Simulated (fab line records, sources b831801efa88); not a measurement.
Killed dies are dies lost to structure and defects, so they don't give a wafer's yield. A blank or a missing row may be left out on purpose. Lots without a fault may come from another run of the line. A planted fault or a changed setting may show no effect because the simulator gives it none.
fab line records | flow sky130
record lots=5 wafers=15 last_day=49
route steps=708 shown POLY_CUT@318 SD_P@320 RES_XHIGH@332 SD_N@342
lots that met no fault: from a run of the same line without faults
start_h: hours from the record's first day to the start of the lot's first wafer shown | wait_h: hours since the lot's step before | " the same as in the row above | L1.1+2: a row that stands for several wafers | - no value, or no start given | * or withheld: withheld | < > ~ a bound
route shown NAME@n: a module of which the file shows steps, and the number in the route of the first | usual: mean/standard deviation of fault-free wafers | same: alike in all rows | chamber/n: place in a boat | sites: the reading at each site | _std_site: their standard deviation | _edge_site: outer sites' mean less inner sites' | radius_mm: how far each site lies from the wafer's centre | mask NAME#n: copy n | behind: the tool/chamber that last shaped the wafer | hold: why the lot was held/for how many hours/how that ended | device: the transistor (n, p or np) that didn't switch | end of line: the same wafers' tests at the end of the route | a step without rows: its recipe alone | killed: dies lost to structure and defects at the first sort, not the wafer's yield | map: a wafer's dies, x killed, . not, _ none there
set.NAME: the setting as run; set.NAME@STEP: as run at that earlier step | model.NAME: the simulator's own value behind a step, which no gauge read
lots at some steps of the route; a table a step, a row a wafer
services: from which hour (start_h, from the record's first day; less than 0 if before it) a tool's chamber was out of use, for how many hours, and why
## steps
# step SKY_POLY_CUT_ETCH_11
# recipe target=Si3N4 chemistry=CF4/CH2F2/Ar stop_on=poly-Si source_w=600 bias_w=150 pressure_mtorr=40 cf4_flow_sccm=40 ch2f2_flow_sccm=20 Ar_flow_sccm=150 time_s=42.5 target_depth_a=600
# usual chamber_pressure_mTorr=40.00/0.037 drypump_motor_current_A=5.9/0.41 oes_product_au=0.832/0.0062 throttle_valve_pct=14.994/0.0091
# columns lot.wafer tool chamber start_h wait_h chamber_pressure_mTorr drypump_motor_current_A oes_product_au rf_hours_counter_h throttle_valve_pct
L078.1 rie_diel-01 1 600.35 0.0 39.98 6.4 0.831 41 14.975
L078.3 " 2 " " 39.98 5.2 0.830 6 15.004
L078.4 " 3 " " 39.98 5.5 0.828 13 15.010
L082.2 rie_diel-02 3 642.66 0.0 40.04 6.6 0.844 22 15.003
L082.3 " 1 " " 39.98 5.7 0.833 6 15.002
L082.4 " 2 " " 40.01 5.8 0.834 4 14.993
L081.1 rie_diel-01 2 645.41 0.0 40.06 5.2 0.839 7 15.000
L081.2 " 0 " " 39.98 5.4 0.832 2 14.993
L081.4 " 1 " " 40.02 6.4 0.838 42 14.998
L088.2 rie_diel-02 2 680.61 0.0 40.01 5.8 0.828 5 14.990
L088.3 " 0 " " 40.03 5.3 0.841 4 14.979
L088.6 " 0 " " 40.07 5.3 0.825 - 15.000
L090.1 rie_diel-04 2 689.91 0.0 40.01 5.6 0.836 15 14.998
L090.2 " 1 " " 39.96 6.0 0.836 1 15.005
L090.6 " 2 " " 40.08 5.6 0.822 - 14.979
# step SKY_POLY_CUT_STRIP_12
# recipe chemistry=O2/N2 power_w=1400 pressure_mtorr=1500 platen_temp_c=withheld o2_flow_sccm=3000 n2_flow_sccm=300 overash_fraction=0.5
# usual chamber_pressure_mTorr=1500.0/1.5 drypump_motor_current_A=5.70/0.28 o2_flow_sccm=2999/8.6 oes_product_au=0.451/0.0045 strip_time_to_endpoint_s=5.340/0.019
# columns lot.wafer tool chamber start_h wait_h chamber_pressure_mTorr drypump_motor_current_A o2_flow_sccm oes_product_au rf_hours_counter_h strip_time_to_endpoint_s
L078.1 plasma_asher-02 0 600.40 0.0 1499.0 5.58 3006 0.458 17 5.371
L078.3 " 0 " " 1499.3 5.58 3000 0.451 - 5.349
L078.4 " 1 " " 1501.3 5.59 3008 0.452 - 5.350
L082.2 plasma_asher-03 1 642.70 0.0 1499.1 6.05 3002 0.446 83 5.292
L082.3 " 1 " " 1497.2 6.02 3004 0.456 - 5.325
L082.4 " 0 " " 1500.7 6.44 2993 0.458 - 5.316
L081.1 plasma_asher-04 0 645.45 0.0 1498.6 6.06 3004 0.453 96 5.369
L081.2 " 1 " " 1499.8 5.34 3000 0.445 96 5.322
L081.4 " 1 " " 1499.5 5.37 2999 0.450 - 5.357
L088.2 plasma_asher-02 1 680.65 0.0 1502.5 5.57 2992 0.450 25 5.347
L088.3 " 1 " " 1501.3 5.59 3001 0.450 - 5.360
L088.6 " 1 " " 1500.5 5.59 2985 0.449 - 5.347
L090.1 plasma_asher-02 0 689.95 0.0 1498.6 5.61 2996 0.452 26 5.356
L090.2 " 1 " " 1499.5 5.61 2994 0.451 26 5.332
L090.6 " 0 " " 1497.9 5.64 3008 0.445 - 5.347
# step SKY_SD_P_DEHYDRATE_00
# recipe temp_c=200 time_s=60
# columns lot.wafer tool chamber start_h wait_h
L078.1+3+4 litho_track-04 0 615.16 14.7
L082.2+3+4 litho_track-03 0 655.63 12.9
L081.1+2+4 litho_track-04 0 657.56 12.1
L088.2+3+6 litho_track-03 0 692.88 12.2
L090.1+2+6 litho_track-03 0 704.51 14.5
# step SKY_SD_P_HMDS_01
# recipe prime_time_s=60 prime_temp_c=120
# columns lot.wafer tool chamber start_h wait_h
L078.1+3+4 litho_track-04 0 615.31 0.1
L082.2+3+4 litho_track-03 0 655.78 0.1
L081.1+2+4 litho_track-04 0 657.71 0.1
L088.2+3+6 litho_track-03 0 693.03 0.1
L090.1+2+6 litho_track-03 0 704.66 0.1
# step SKY_SD_P_COAT_02
# recipe resist=NOVOLAK spin_rpm=3000 resist_thk_nm=1140
# columns lot.wafer tool chamber start_h wait_h
L078.1+3+4 litho_track-04 0 615.46 0.1
L082.2+3+4 litho_track-03 0 655.93 0.1
L081.1+2+4 litho_track-04 0 657.86 0.1
L088.2+3+6 litho_track-03 0 693.18 0.1
L090.1+2+6 litho_track-03 0 704.81 0.1
# step SKY_SD_P_SOFTBAKE_03
# recipe temp_c=90 time_s=60 resist=NOVOLAK
# columns lot.wafer tool chamber start_h wait_h
L078.1+3+4 litho_track-04 0 615.61 0.1
L082.2+3+4 litho_track-03 0 656.08 0.1
L081.1+2+4 litho_track-04 0 658.01 0.1
L088.2+3+6 litho_track-03 0 693.33 0.1
L090.1+2+6 litho_track-03 0 704.96 0.1
# step SKY_SD_P_EXPOSE_04
# recipe mask_id=PSDM na=0.6 source_shape=conventional sigma_outer=0.6 polarization=unpolarized target_cd_nm=380 dose_mj=138
# same na=0.6
# columns lot.wafer tool chamber start_h wait_h mask
L078.1+3+4 iline_stepper-01 0 - - PSDM#0
L082.2+3+4 iline_stepper-01 0 - - PSDM#0
L081.1+2+4 iline_stepper-01 0 - - PSDM#0
L088.2+3+6 iline_stepper-02 0 - - PSDM#0
L090.1+2+6 iline_stepper-01 0 - - PSDM#0
# step SKY_SD_P_PEB_05
# recipe temp_c=withheld time_s=* resist=NOVOLAK
# columns lot.wafer tool chamber start_h wait_h
L078.1+3+4 litho_track-04 0 - -
L082.2+3+4 litho_track-03 0 - -
L081.1+2+4 litho_track-03 0 - -
L088.2+3+6 litho_track-04 0 - -
L090.1+2+6 litho_track-04 0 - -
# step SKY_SD_P_DEVELOP_06
# recipe resist=NOVOLAK developer=TMAH develop_time_s=60 dev_temp_c=23
# columns lot.wafer tool chamber start_h wait_h
L078.1+3+4 litho_track-04 0 628.41 0.1
L082.2+3+4 litho_track-03 0 670.93 0.1
L081.1+2+4 litho_track-03 0 673.41 0.1
L088.2+3+6 litho_track-04 0 707.93 0.1
L090.1+2+6 litho_track-04 0 718.06 0.1
# step SKY_SD_P_CD_MEAS_07
# recipe target_cd_nm=380
# usual cd_nm=379.7/2.9
# columns lot.wafer tool chamber start_h wait_h cd_nm
L078.1 cd_sem-02 - 628.56 0.1 375.5
L078.3 " - " " 376.9
L078.4 " - " " 377.6
L082.2 cd_sem-01 - 671.08 0.1 378.0
L082.3 " - " " 378.1
L082.4 " - " " 378.3
L081.1 cd_sem-01 - 673.56 0.1 380.7
L081.2 " - " " 383.6
L081.4 " - " " 381.9
L088.2 cd_sem-01 - 708.08 0.1 381.6
L088.3 " - " " 380.0
L088.6 " - " " 378.7
L090.1 cd_sem-02 - 718.21 0.1 377.0
L090.2 " - " " 380.1
L090.6 " - " " 377.3
# step SKY_SD_P_OVL_MEAS_08
# usual SD_P_OVL=0.1/1.5
# columns lot.wafer tool chamber start_h wait_h SD_P_OVL[nm]
L078.1 overlay-01 - 628.68 0.1 1.2
L078.3 " - " " -0.6
L078.4 " - " " 0.1
L082.2 overlay-01 - 671.18 0.1 0.0
L082.3 " - " " 0.1
L082.4 " - " " 0.2
L081.1 overlay-01 - 673.68 0.1 1.9
L081.2 " - " " 2.0
L081.4 " - " " 2.2
L088.2 overlay-01 - 708.18 0.1 0.3
L088.3 " - " " 1.8
L088.6 " - " " 1.4
L090.1 overlay-01 - 718.33 0.1 0.6
L090.2 " - " " 1.1
L090.6 " - " " -1.0
# step SKY_SD_P_IMPLANT_09
# recipe species=BF2 energy_kev=20 dose_cm2=3e+15 tilt_deg=0
# usual tilt_deg=-0.001/0.019
# columns lot.wafer tool chamber start_h wait_h tilt_deg
L078.1 implanter-04 0 628.71 0.0 -0.005
L078.3 " 0 " " 0.012
L078.4 " 0 " " 0.003
L082.2 implanter-04 0 671.24 0.0 -0.011
L082.3 " 0 " " 0.002
L082.4 " 0 " " -0.014
L081.1 implanter-04 0 673.71 0.0 0.043
L081.2 " 0 " " 0.054
L081.4 " 0 " " 0.057
L088.2 implanter-01 0 708.24 0.0 -0.002
L088.3 " 0 " " -0.006
L088.6 " 0 " " -0.014
L090.1 implanter-03 0 718.36 0.0 0.036
L090.2 " 0 " " -0.003
L090.6 " 0 " " 0.033
# step SKY_SD_P_STRIP_10
# recipe chemistry=O2/N2 power_w=1400 pressure_mtorr=1500 platen_temp_c=withheld o2_flow_sccm=3000 n2_flow_sccm=300 overash_fraction=0.5
# usual chamber_pressure_mTorr=1500.2/1.5 drypump_motor_current_A=5.7/0.31 o2_flow_sccm=2999/8.4 oes_product_au=0.617/0.0046 strip_time_to_endpoint_s=17.51/0.052
# columns lot.wafer tool chamber start_h wait_h chamber_pressure_mTorr drypump_motor_current_A o2_flow_sccm oes_product_au rf_hours_counter_h strip_time_to_endpoint_s
L078.1 plasma_asher-04 0 628.86 0.1 1500.1 6.1 2999 0.622 95 17.54
L078.3 " 1 " " 1499.0 5.3 3006 0.614 - 17.57
L078.4 " 0 " " 1500.8 6.1 2995 0.622 - 17.54
L082.2 plasma_asher-02 1 671.36 0.1 1501.4 5.6 2989 0.610 24 17.60
L082.3 " 1 " " 1498.8 5.6 2990 0.617 - 17.61
L082.4 " 0 " " 1496.4 5.6 3001 0.607 - 17.60
L081.1 plasma_asher-01 0 673.86 0.1 1500.5 5.5 2998 0.613 53 17.46
L081.2 " 1 " " 1500.9 6.2 2989 0.613 53 17.43
L081.4 " 1 " " 1499.8 6.2 2980 0.619 - 17.45
L088.2 plasma_asher-04 1 708.36 0.1 1497.7 5.4 3003 0.611 103 17.49
L088.3 " 0 " " 1501.4 6.0 3010 0.627 - 17.55
L088.6 " 0 " " 1501.3 6.1 3008 0.620 - 17.54
L090.1 plasma_asher-02 0 718.51 0.1 1502.7 5.6 2995 0.611 29 17.54
L090.2 " 1 " " 1498.1 5.6 3005 0.623 29 17.54
L090.6 " 1 " " 1500.9 5.6 2998 0.612 - 17.53
# step SKY_SD_P_TW_MEAS_11
# usual SD_P_TW=2835/19
# columns lot.wafer tool chamber start_h wait_h SD_P_TW
L078.1 film_metro-03 - 628.96 0.1 2822
L078.3 " - " " 2813
L078.4 " - " " 2825
L082.2 film_metro-04 - 671.47 0.1 2839
L082.3 " - " " 2827
L082.4 " - " " 2840
L081.1 film_metro-03 - 673.96 0.1 2823
L081.2 " - " " 2819
L081.4 " - " " 2802
L088.2 film_metro-01 - 708.47 0.1 2844
L088.3 " - " " 2859
L088.6 " - " " 2846
L090.1 film_metro-03 - 718.61 0.1 2829
L090.2 " - " " 2830
L090.6 " - " " 2813
# step SKY_RES_XHIGH_DEHYDRATE_00
# recipe temp_c=200 time_s=60
# columns lot.wafer tool chamber start_h wait_h
L078.1+3+4 litho_track-02 0 643.52 14.5
L082.2+3+4 litho_track-03 0 683.83 12.3
L081.1+2+4 litho_track-01 0 686.43 12.5
L088.2+3+6 litho_track-02 0 721.65 13.2
L090.1+2+6 litho_track-01 0 732.68 14.1
# step SKY_RES_XHIGH_HMDS_01
# recipe prime_time_s=60 prime_temp_c=120
# columns lot.wafer tool chamber start_h wait_h
L078.1+3+4 litho_track-02 0 643.67 0.1
L082.2+3+4 litho_track-03 0 683.98 0.1
L081.1+2+4 litho_track-01 0 686.58 0.1
L088.2+3+6 litho_track-02 0 721.80 0.1
L090.1+2+6 litho_track-01 0 732.83 0.1
# step SKY_RES_XHIGH_COAT_02
# recipe resist=NOVOLAK spin_rpm=3058 resist_thk_nm=1140
# columns lot.wafer tool chamber start_h wait_h
L078.1+3+4 litho_track-02 0 643.82 0.1
L082.2+3+4 litho_track-03 0 684.13 0.1
L081.1+2+4 litho_track-01 0 686.73 0.1
L088.2+3+6 litho_track-02 0 721.95 0.1
L090.1+2+6 litho_track-01 0 732.98 0.1
# step SKY_RES_XHIGH_SOFTBAKE_03
# recipe temp_c=90 time_s=60 resist=NOVOLAK
# columns lot.wafer tool chamber start_h wait_h
L078.1+3+4 litho_track-02 0 643.97 0.1
L082.2+3+4 litho_track-03 0 684.28 0.1
L081.1+2+4 litho_track-01 0 686.88 0.1
L088.2+3+6 litho_track-02 0 722.10 0.1
L090.1+2+6 litho_track-01 0 733.13 0.1
# step SKY_RES_XHIGH_EXPOSE_04
# recipe mask_id=URPM na=0.6 source_shape=conventional sigma_outer=0.6 polarization=unpolarized target_cd_nm=1270 dose_mj=140
# same na=0.6
# columns lot.wafer tool chamber start_h wait_h mask
L078.1+3+4 iline_stepper-01 0 - - URPM#0
L082.2+3+4 iline_stepper-01 0 - - URPM#0
L081.1+2+4 iline_stepper-01 0 - - URPM#0
L088.2+3+6 iline_stepper-02 0 - - URPM#0
L090.1+2+6 iline_stepper-02 0 - - URPM#0
# step SKY_RES_XHIGH_PEB_05
# recipe temp_c=withheld time_s=* resist=NOVOLAK
# columns lot.wafer tool chamber start_h wait_h
L078.1+3+4 litho_track-03 0 - -
L082.2+3+4 litho_track-01 0 - -
L081.1+2+4 litho_track-01 0 - -
L088.2+3+6 litho_track-03 0 - -
L090.1+2+6 litho_track-02 0 - -
# step SKY_RES_XHIGH_DEVELOP_06
# recipe resist=NOVOLAK developer=TMAH develop_time_s=60 dev_temp_c=23
# columns lot.wafer tool chamber start_h wait_h
L078.1+3+4 litho_track-03 0 656.96 0.1
L082.2+3+4 litho_track-01 0 698.80 0.1
L081.1+2+4 litho_track-01 0 701.68 0.1
L088.2+3+6 litho_track-03 0 735.78 0.1
L090.1+2+6 litho_track-02 0 745.77 0.1
# step SKY_RES_XHIGH_IMPLANT_07
# recipe species=BF2 energy_kev=20 dose_cm2=3.6e+14 tilt_deg=0
# usual tilt_deg=0.004/0.022
# columns lot.wafer tool chamber start_h wait_h tilt_deg
L078.1 implanter-02 0 657.11 0.1 -0.018
L078.3 " 0 " " -0.007
L078.4 " 0 " " -0.005
L082.2 implanter-01 0 698.95 0.1 0.006
L082.3 " 0 " " 0.013
L082.4 " 0 " " -0.004
L081.1 implanter-02 0 701.83 0.1 0.039
L081.2 " 0 " " 0.028
L081.4 " 0 " " 0.032
L088.2 implanter-02 0 735.93 0.1 0.010
L088.3 " 0 " " -0.007
L088.6 " 0 " " 0.041
L090.1 implanter-04 0 745.92 0.1 -0.013
L090.2 " 0 " " 0.017
L090.6 " 0 " " 0.006
# step SKY_RES_XHIGH_STRIP_08
# recipe chemistry=O2/N2 power_w=1400 pressure_mtorr=1500 platen_temp_c=withheld o2_flow_sccm=3000 n2_flow_sccm=300 overash_fraction=0.5
# usual chamber_pressure_mTorr=1499.9/1.4 drypump_motor_current_A=6.0/0.38 o2_flow_sccm=3001/9.3 oes_product_au=0.711/0.0049 strip_time_to_endpoint_s=14.15/0.043
# columns lot.wafer tool chamber start_h wait_h chamber_pressure_mTorr drypump_motor_current_A o2_flow_sccm oes_product_au rf_hours_counter_h strip_time_to_endpoint_s
L078.1 plasma_asher-03 0 657.26 0.1 1501.8 6.5 2999 0.710 85 14.10
L078.3 " 0 " " 1500.5 6.5 3002 0.700 - 14.13
L078.4 " 1 " " 1500.0 6.1 3003 0.712 - 14.11
L082.2 plasma_asher-01 1 699.08 0.1 1499.1 6.2 2995 0.710 56 14.16
L082.3 " 1 " " 1501.5 6.2 3018 0.711 - 14.18
L082.4 " 0 " " 1497.1 5.5 3008 0.710 - 14.20
L081.1 plasma_asher-03 0 701.98 0.1 1500.4 6.5 3002 0.706 89 14.15
L081.2 " 1 " " 1501.1 6.1 2991 0.704 89 14.19
L081.4 " 0 " " 1497.7 6.5 3021 0.703 - 14.15
L088.2 plasma_asher-03 1 736.06 0.1 1501.0 6.1 2964 0.714 93 14.11
L088.3 " 0 " " 1500.2 6.5 2996 0.714 - 14.12
L088.6 " 0 " " 1502.3 6.5 3003 0.701 - 14.16
L090.1 plasma_asher-01 1 746.07 0.1 1500.8 6.2 3010 0.712 61 14.11
L090.2 " 0 " " 1498.1 5.5 2994 0.715 61 14.09
L090.6 " 1 " " 1500.5 6.2 2996 0.709 - 14.09
# step SKY_RES_XHIGH_TW_MEAS_09
# usual RES_XHIGH_TW=1647/10
# columns lot.wafer tool chamber start_h wait_h RES_XHIGH_TW
L078.1 film_metro-03 - 657.36 0.1 1633
L078.3 " - " " 1627
L078.4 " - " " 1638
L082.2 film_metro-04 - 699.19 0.1 1653
L082.3 " - " " 1653
L082.4 " - " " 1648
L081.1 film_metro-01 - 702.08 0.1 1655
L081.2 " - " " 1658
L081.4 " - " " 1665
L088.2 film_metro-01 - 736.17 0.1 1659
L088.3 " - " " 1668
L088.6 " - " " 1650
L090.1 film_metro-04 - 746.17 0.1 1644
L090.2 " - " " 1636
L090.6 " - " " 1635
# step SKY_SD_N_DEHYDRATE_00
# recipe temp_c=200 time_s=60
# columns lot.wafer tool chamber start_h wait_h
L078.1+3+4 litho_track-01 0 671.73 14.4
L082.2+3+4 litho_track-01 0 712.20 13.0
L081.1+2+4 litho_track-04 0 714.91 12.8
L088.2+3+6 litho_track-04 0 749.03 12.9
L090.1+2+6 litho_track-02 0 759.52 13.3
# step SKY_SD_N_HMDS_01
# recipe prime_time_s=60 prime_temp_c=120
# columns lot.wafer tool chamber start_h wait_h
L078.1+3+4 litho_track-01 0 671.88 0.1
L082.2+3+4 litho_track-01 0 712.35 0.1
L081.1+2+4 litho_track-04 0 715.06 0.1
L088.2+3+6 litho_track-04 0 749.18 0.1
L090.1+2+6 litho_track-02 0 759.67 0.1
# step SKY_SD_N_COAT_02
# recipe resist=NOVOLAK spin_rpm=3000 resist_thk_nm=1140
# columns lot.wafer tool chamber start_h wait_h
L078.1+3+4 litho_track-01 0 672.03 0.1
L082.2+3+4 litho_track-01 0 712.50 0.1
L081.1+2+4 litho_track-04 0 715.21 0.1
L088.2+3+6 litho_track-04 0 749.33 0.1
L090.1+2+6 litho_track-02 0 759.82 0.1
# step SKY_SD_N_SOFTBAKE_03
# recipe temp_c=90 time_s=60 resist=NOVOLAK
# columns lot.wafer tool chamber start_h wait_h
L078.1+3+4 litho_track-01 0 672.18 0.1
L082.2+3+4 litho_track-01 0 712.65 0.1
L081.1+2+4 litho_track-04 0 715.36 0.1
L088.2+3+6 litho_track-04 0 749.48 0.1
L090.1+2+6 litho_track-02 0 759.97 0.1
# step SKY_SD_N_EXPOSE_04
# recipe mask_id=NSDM na=0.6 source_shape=conventional sigma_outer=0.6 polarization=unpolarized target_cd_nm=380 dose_mj=141
# same na=0.6
# columns lot.wafer tool chamber start_h wait_h mask
L078.1+3+4 iline_stepper-02 0 - - NSDM#0
L082.2+3+4 iline_stepper-02 0 - - NSDM#0
L081.1+2+4 iline_stepper-01 0 - - NSDM#0
L088.2+3+6 iline_stepper-02 0 - - NSDM#0
L090.1+2+6 iline_stepper-02 0 - - NSDM#0
# step SKY_SD_N_PEB_05
# recipe temp_c=withheld time_s=* resist=NOVOLAK
# columns lot.wafer tool chamber start_h wait_h
L078.1+3+4 litho_track-04 0 - -
L082.2+3+4 litho_track-02 0 - -
L081.1+2+4 litho_track-02 0 - -
L088.2+3+6 litho_track-04 0 - -
L090.1+2+6 litho_track-04 0 - -
# step SKY_SD_N_DEVELOP_06
# recipe resist=NOVOLAK developer=TMAH develop_time_s=60 dev_temp_c=23
# columns lot.wafer tool chamber start_h wait_h
L078.1+3+4 litho_track-04 0 684.71 0.1
L082.2+3+4 litho_track-02 0 725.70 0.1
L081.1+2+4 litho_track-02 0 729.57 0.1
L088.2+3+6 litho_track-04 0 762.38 0.1
L090.1+2+6 litho_track-04 0 772.86 0.1
# step SKY_SD_N_CD_MEAS_07
# recipe target_cd_nm=380
# usual cd_nm=380.8/2.5
# columns lot.wafer tool chamber start_h wait_h cd_nm
L078.1 cd_sem-01 - 684.86 0.1 384.7
L078.3 " - " " 383.0
L078.4 " - " " 382.3
L082.2 cd_sem-02 - 725.90 0.2 386.3
L082.3 " - " " 384.7
L082.4 " - " " 384.2
L081.1 cd_sem-02 - 729.72 0.1 378.2
L081.2 " - " " 377.7
L081.4 " - " " 379.8
L088.2 cd_sem-01 - 762.53 0.1 379.7
L088.3 " - " " 380.7
L088.6 " - " " 379.9
L090.1 cd_sem-02 - 773.01 0.1 380.5
L090.2 " - " " 379.4
L090.6 " - " " 379.0
# step SKY_SD_N_OVL_MEAS_08
# usual SD_N_OVL=1.1/1.6
# columns lot.wafer tool chamber start_h wait_h SD_N_OVL[nm]
L078.1 overlay-01 - 684.98 0.1 3.2
L078.3 " - " " -0.1
L078.4 " - " " -0.2
L082.2 overlay-01 - 726.00 0.1 1.6
L082.3 " - " " 0.0
L082.4 " - " " 0.5
L081.1 overlay-01 - 729.84 0.1 -0.8
L081.2 " - " " -0.5
L081.4 " - " " -0.3
L088.2 overlay-02 - 762.63 0.1 -0.5
L088.3 " - " " -1.5
L088.6 " - " " 0.5
L090.1 overlay-01 - 773.13 0.1 0.9
L090.2 " - " " 2.1
L090.6 " - " " 0.9
# step SKY_SD_N_IMPLANT_09
# recipe species=As energy_kev=50 dose_cm2=4e+15 tilt_deg=0
# usual tilt_deg=-0.004/0.019
# columns lot.wafer tool chamber start_h wait_h tilt_deg
L078.1 implanter-02 0 685.01 0.0 -0.014
L078.3 " 0 " " -0.011
L078.4 " 0 " " 0.000
L082.2 implanter-03 0 726.06 0.0 -0.007
L082.3 " 0 " " -0.006
L082.4 " 0 " " 0.007
L081.1 implanter-02 0 729.88 0.0 -0.017
L081.2 " 0 " " -0.017
L081.4 " 0 " " -0.012
L088.2 implanter-03 0 762.69 0.0 -0.033
L088.3 " 0 " " -0.022
L088.6 " 0 " " -0.011
L090.1 implanter-03 0 773.16 0.0 0.008
L090.2 " 0 " " -0.010
L090.6 " 0 " " 0.000
# step SKY_SD_N_IMPLANT_10
# recipe species=P energy_kev=20 dose_cm2=1e+14 tilt_deg=0
# usual tilt_deg=0.002/0.019
# columns lot.wafer tool chamber start_h wait_h tilt_deg
L078.1 implanter-02 0 685.16 0.1 0.016
L078.3 " 0 " " 0.006
L078.4 " 0 " " 0.009
L082.2 implanter-03 0 726.21 0.1 -0.014
L082.3 " 0 " " 0.001
L082.4 " 0 " " -0.008
L081.1 implanter-02 0 730.03 0.1 -0.024
L081.2 " 0 " " 0.014
L081.4 " 0 " " 0.006
L088.2 implanter-03 0 762.84 0.1 0.002
L088.3 " 0 " " -0.013
L088.6 " 0 " " -0.020
L090.1 implanter-03 0 773.31 0.1 0.010
L090.2 " 0 " " 0.030
L090.6 " 0 " " 0.022
# step SKY_SD_N_STRIP_11
# recipe chemistry=O2/N2 power_w=1400 pressure_mtorr=1500 platen_temp_c=withheld o2_flow_sccm=3000 n2_flow_sccm=300 overash_fraction=0.5
# usual chamber_pressure_mTorr=1499.8/1.3 drypump_motor_current_A=6.0/0.36 o2_flow_sccm=2999/8.7 oes_product_au=0.527/0.0043 strip_time_to_endpoint_s=22.53/0.036
# columns lot.wafer tool chamber start_h wait_h chamber_pressure_mTorr drypump_motor_current_A o2_flow_sccm oes_product_au rf_hours_counter_h strip_time_to_endpoint_s
L078.1 plasma_asher-03 0 685.31 0.1 1498.7 6.5 3012 0.527 88 22.51
L078.3 " 0 " " 1495.3 6.4 3002 0.524 - 22.51
L078.4 " 1 " " 1499.7 6.1 2980 0.523 - 22.55
L082.2 plasma_asher-03 0 726.33 0.1 1501.5 6.5 2984 0.526 92 22.49
L082.3 " 1 " " 1500.5 6.0 2989 0.525 - 22.53
L082.4 " 0 " " 1502.1 6.5 2986 0.532 - 22.53
L081.1 plasma_asher-03 1 730.18 0.1 1500.9 6.1 2998 0.527 92 22.45
L081.2 " 0 " " 1501.4 6.5 2994 0.529 92 22.50
L081.4 " 0 " " 1500.9 6.5 3008 0.529 - 22.48
L088.2 plasma_asher-01 0 762.96 0.1 1500.2 5.5 2998 0.530 63 22.49
L088.3 " 0 " " 1499.9 5.5 2997 0.520 - 22.54
L088.6 " 1 " " 1502.9 6.2 2982 0.524 - 22.49
L090.1 plasma_asher-02 0 773.46 0.1 1500.1 5.6 3001 0.526 35 22.56
L090.2 " 1 " " 1498.9 5.6 2986 0.522 35 22.61
L090.6 " 1 " " 1499.7 5.6 2990 0.522 - 22.48
# step SKY_SD_N_TW_MEAS_12
# usual SD_N_TW=3992/26
# columns lot.wafer tool chamber start_h wait_h SD_N_TW
L078.1 film_metro-01 - 685.41 0.1 4037
L078.3 " - " " 4020
L078.4 " - " " 4027
L082.2 film_metro-03 - 726.44 0.1 3953
L082.3 " - " " 3965
L082.4 " - " " 3983
L081.1 film_metro-01 - 730.28 0.1 4048
L081.2 " - " " 4000
L081.4 " - " " 4014
L088.2 film_metro-01 - 763.07 0.1 4037
L088.3 " - " " 4017
L088.6 " - " " 4013
L090.1 film_metro-04 - 773.56 0.1 3983
L090.2 " - " " 3991
L090.6 " - " " 4008
# step SKY_SD_N_CLEAN_13
# recipe chemistry=SC1/SC2 mix=1:4:20 temp_c=70 time_s=150 dry=n2_spin
# columns lot.wafer tool chamber start_h wait_h
L078.1+3+4 wet_bench-01 0 685.47 0.1
L082.2+3+4 wet_bench-03 0 726.49 0.0
L081.1+2+4 wet_bench-04 3 730.34 0.1
L088.2+3+6 wet_bench-04 3 763.12 0.0
L090.1+2+6 wet_bench-03 1 773.62 0.1
# step SKY_SD_N_RTA_14
# recipe temp_c=1075 time_s=2 idle_temp_c=650 ramp_up_c_per_s=150 ramp_down_c_per_s=90 ambient=N2
# usual chamber_o2_ppm=2.002/0.021 lamp_power_pct=15.74/0.052 wafer_temp_C_max=1078.3/1.4
# columns lot.wafer tool chamber start_h wait_h chamber_o2_ppm lamp_power_pct wafer_temp_C_max
L078.1 rtp_anneal-01 0 685.52 0.0 2.034 15.77 1078.6
L078.3 " 0 " " 1.988 15.70 1077.9
L078.4 " 0 " " 1.988 15.65 1077.3
L082.2 rtp_anneal-02 0 726.55 0.0 2.014 15.79 1075.7
L082.3 " 0 " " 2.024 15.66 1079.8
L082.4 " 0 " " 2.016 15.71 1080.0
L081.1 rtp_anneal-01 0 730.39 0.0 2.027 15.73 1078.5
L081.2 " 0 " " 2.029 15.76 1080.4
L081.4 " 0 " " 2.005 15.70 1078.5
L088.2 rtp_anneal-01 0 763.19 0.0 2.000 15.75 1077.5
L088.3 " 0 " " 2.032 15.72 1080.2
L088.6 " 0 " " 2.055 15.69 1078.7
L090.1 rtp_anneal-01 0 773.67 0.0 1.990 15.68 1077.3
L090.2 " 0 " " 1.987 15.80 1075.6
L090.6 " 0 " " 1.997 15.77 1076.2
# step SKY_SD_N_RS_MEAS_16
# recipe thk_meas_gauge=four-point-probe
# usual SD_N_RS=68.61/0.1
# columns lot.wafer tool chamber start_h wait_h SD_N_RS[ohm/sq]
L078.1 film_metro-03 - 685.70 0.1 68.62
L078.3 " - " " 68.71
L078.4 " - " " 68.78
L082.2 film_metro-04 - 726.74 0.1 68.41
L082.3 " - " " 68.64
L082.4 " - " " 68.53
L081.1 film_metro-03 - 730.56 0.1 68.75
L081.2 " - " " 68.63
L081.4 " - " " 68.53
L088.2 film_metro-04 - 763.37 0.1 68.48
L088.3 " - " " 68.62
L088.6 " - " " 68.53
L090.1 film_metro-01 - 773.90 0.1 68.54
L090.2 " - " " 68.50
L090.6 " - " " 68.36
# step SKY_SD_N_RS_MEAS_17
# recipe thk_meas_gauge=four-point-probe
# usual SD_P_RS=147.2/0.34
# columns lot.wafer tool chamber start_h wait_h SD_P_RS[ohm/sq]
L078.1 film_metro-03 - 685.82 0.1 147.0
L078.3 " - " " 147.6
L078.4 " - " " 147.5
L082.2 film_metro-04 - 726.86 0.1 146.6
L082.3 " - " " 147.0
L082.4 " - " " 147.0
L081.1 film_metro-03 - 730.68 0.1 147.5
L081.2 " - " " 147.0
L081.4 " - " " 147.4
L088.2 film_metro-04 - 763.49 0.1 147.1
L088.3 " - " " 147.3
L088.6 " - " " 147.0
L090.1 film_metro-01 - 774.02 0.1 146.9
L090.2 " - " " 147.2
L090.6 " - " " 146.9
## services
# columns tool chamber start_h hours kind
rie_diel-01 - 579.63 1.1 repair
rie_diel-02 1 609.87 1.9 repair
implanter-01 - 612.51 5.4 repair
iline_stepper-02 - 633.30 6.0 repair
implanter-02 - 642.12 2.2 repair
iline_stepper-02 - 643.10 1.7 pm
rie_diel-01 3 648.29 13.9 repair
implanter-03 - 648.96 1.4 repair
implanter-04 - 656.50 3.4 repair
rie_diel-02 - 669.68 0.6 repair
implanter-03 - 682.95 34.9 pm
iline_stepper-01 - 697.33 1.7 pm
iline_stepper-02 - 703.77 8.9 repair
implanter-04 - 704.61 0.6 repair
implanter-04 - 715.28 6.3 pm
iline_stepper-01 - 721.11 3.6 repair
plasma_asher-02 - 722.65 2.8 pm
implanter-02 - 726.52 3.0 repair
plasma_asher-04 - 733.75 9.0 pm
iline_stepper-01 - 735.00 2.7 repair
implanter-04 - 747.16 6.2 repair
plasma_asher-01 - 752.02 2.7 repair
plasma_asher-03 - 759.75 3.0 repair
implanter-02 - 770.48 9.4 repair
## key
fault none
